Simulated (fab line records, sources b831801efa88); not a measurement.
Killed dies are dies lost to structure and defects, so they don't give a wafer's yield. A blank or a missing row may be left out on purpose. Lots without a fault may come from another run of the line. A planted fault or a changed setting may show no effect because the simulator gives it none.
Chamber matching | flow gf180mcu | GF_V4_CMP_26 on cmp-02: 4 sister chambers
The step polishes, stops on SiO2, t overpolish 15 s, target thk 0 nm. 8 wafers are shown with their chamber, then 7 later ones without.

WAFERS WITH THEIR CHAMBER
wafer  | chamber | motor_current_A (A) | time_to_endpoint_s (s)
L253.1 | 0       | 10.6                | 82
L253.4 | 2       | 10.5                | 81
L258.4 | 3       | 11.0                | 85
L258.6 | 0       | 10.7                | 83
L260.5 | 1       | 9.6                 | 87
L260.6 | 2       | 11.2                | 83
L262.2 | 1       | 9.9                 | 82
L262.3 | 3       | 10.8                | 84

WAFERS WITHOUT THEIR CHAMBER
wafer  | motor_current_A (A) | time_to_endpoint_s (s)
L262.4 | 10.6                | 82
L265.1 | 11.3                | 79
L265.3 | 10.3                | 85
L265.4 | 10.3                | 84
L274.1 | 10.1                | 85
L274.3 | 10.6                | 80
L274.4 | 11.1                | 83

WHICH CHAMBER EACH WENT THROUGH
wafer  | from the rows above               | in truth
L262.4 | can't be placed: 0 or 2 or 3      | 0
L265.1 | can't be placed: 2 or 0 or 3      | 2
L265.3 | can't be placed: 0 or 1 or 3 or 2 | 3
L265.4 | can't be placed: 0 or 1 or 3 or 2 | 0
L274.1 | can't be placed: 1 or 0 or 3 or 2 | 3
L274.3 | can't be placed: 0 or 2 or 3      | 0
L274.4 | can't be placed: 2 or 3 or 0      | 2
Placed correctly: 0 of 7. Can't be placed from these rows: 7 (the true chamber is among the candidates in 7). Placed wrongly: 0.
How it was worked out, from the rows above alone: a wafer's distance from a chamber is the root of the sum, over the readings, of the square of ((its reading less the chamber's mean) divided by the reading's scatter). The wafer belongs to the nearest chamber; if the next one is less than 2 further off, it can't be placed. A chamber's mean is the mean of its shown wafers. The scatter: the root of (the sum of the squares of (reading less its chamber's mean) over the shown wafers, divided by (wafers less chambers)).
